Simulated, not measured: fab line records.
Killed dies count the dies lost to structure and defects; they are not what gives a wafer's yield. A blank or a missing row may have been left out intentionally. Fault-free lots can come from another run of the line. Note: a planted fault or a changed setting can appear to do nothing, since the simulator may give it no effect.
Struck lot and sound lot, side by side :: flow sky130 :: 15 steps out of a route of 708
Sound: the wafers L926.4, L926.5, L926.6. Struck: wafer L932.5 (left out: L932.2, L932.4 of the same lot, which were not struck); the cause appears at the end.
At each step with rows: each side's tool, then ch and its chambers, then its first start. Under that, the readings that differ: sound wafers :: struck wafers :: difference of the means :: sigmas: that difference in standard deviations of wafers without a fault.
alike: readings with means less than 2 such deviations apart, plus words and numbers identical on both sides. not compared: withheld readings, readings lacking a value on some wafer, bounds such as >300 that could conceal the same value, and numbers that have no deviation in the record and whose values overlap.
The two part at a step that has a row with sigmas, a row that says differs or no value, or rows on one side only. Numbers that don't overlap but have no deviation are shown without sigmas and don't part them. A reading missing from all wafers of one side parts the sides only when that side holds two or more wafers.

SKY_CONTACT_ETCH_17: etches SiO2 in C4F8/O2/Ar, stops on Si3N4, target depth 340 nm.
  sound on rie-diel-01 ch 0,3, day 34 08:01; struck on rie-diel-03 ch 3, day 35 23:55
  alike: oes-product-au
then, 1 step without rows for these wafers: SKY_CONTACT_ETCH_18 (etches Si3N4 in CHF3/O2, stops on TiN, time 39 s, target depth 75 nm).
SKY_CONTACT_STRIP_19: strips in O2/N2.
  sound on plasma-asher-04 ch 0,1, day 34 08:08; struck on plasma-asher-04 ch 1, day 36 00:00
  alike: drypump-motor-current-A, oes-product-au, strip-time-to-endpoint-s
  not compared: rf-hours-counter-h
then, 3 steps without rows for these wafers: SKY_CONTACT_STRIP_20 (strips in post etch residue remover, time 1200 s); SKY_CONTACT_CLEAN_21 (cleans in IPA, time 180 s); SKY_CONTACT_CLEAN_22 (cleans in O3/DIW).
SKY_CONTACT_SPUTTER_23: material TiN, target thk 20 nm, time 80 s.
  sound: pvd-sputter-01 at day 34 08:44; struck: pvd-sputter-03 at day 36 00:35
  alike: throttle-valve-pct
SKY_CONTACT_CVD_24: deposits W, target thk 340 nm, time 102.12 s.
  sound on cvd-w-01 ch 0,1, day 34 08:50; struck on cvd-w-02 ch 0, day 36 00:39
  alike: heater-power-w
SKY_CONTACT_RS_MEAS_25: measurement is done with a four-point probe.
  sound: film-metro-04 at day 34 08:58; struck: film-metro-01 at day 36 00:47
  alike: CONTACT_W_RS
SKY_CONTACT_THK_MEAS_26: measures by xrf.
  sound: film-metro-04 at day 34 09:03; struck: film-metro-01 at day 36 00:53
  alike: CONTACT_W_THK
then, 2 steps without rows for these wafers: SKY_CONTACT_CMP_27 (polishes, stops on SiO2, t overpolish 15 s, target thk 0 nm); SKY_METAL1_SPUTTER_00 (material Ti, target thk 15 nm, time 10 s).
SKY_METAL1_SPUTTER_01: material TiN, target thk 20 nm, time 16.7 s.
  sound: pvd-sputter-02 at day 34 09:24; struck: pvd-sputter-04 at day 36 01:16
reading: model.TiN_of_METAL1_SPUTTER_01.thk-nm (nm)
sound: 19.63 19.52 19.58
struck: 22.12
difference: +2.54
sigmas: 
  alike: throttle-valve-pct
SKY_METAL1_SPUTTER_02: material AlCu, target thk 250 nm, time 13.3 s.
  sound: pvd-sputter-02 at day 34 09:26; struck: pvd-sputter-04 at day 36 01:17
  alike: throttle-valve-pct
-- the record jumps here: 13 days lie between the struck wafers' starts before and after (it left off in module METAL1 and takes up again in module PAD_OPEN, whose first step shown is number 708 of the route) --
SKY_PAD_OPEN_PROBE_99:
  the record has rows for the struck wafers here (prober-02, day 49 04:03) and none for the sound ones

WHERE THEY PART
Within this record, at SKY_PAD_OPEN_PROBE_99 only.

WHY: what had been put in by the simulator
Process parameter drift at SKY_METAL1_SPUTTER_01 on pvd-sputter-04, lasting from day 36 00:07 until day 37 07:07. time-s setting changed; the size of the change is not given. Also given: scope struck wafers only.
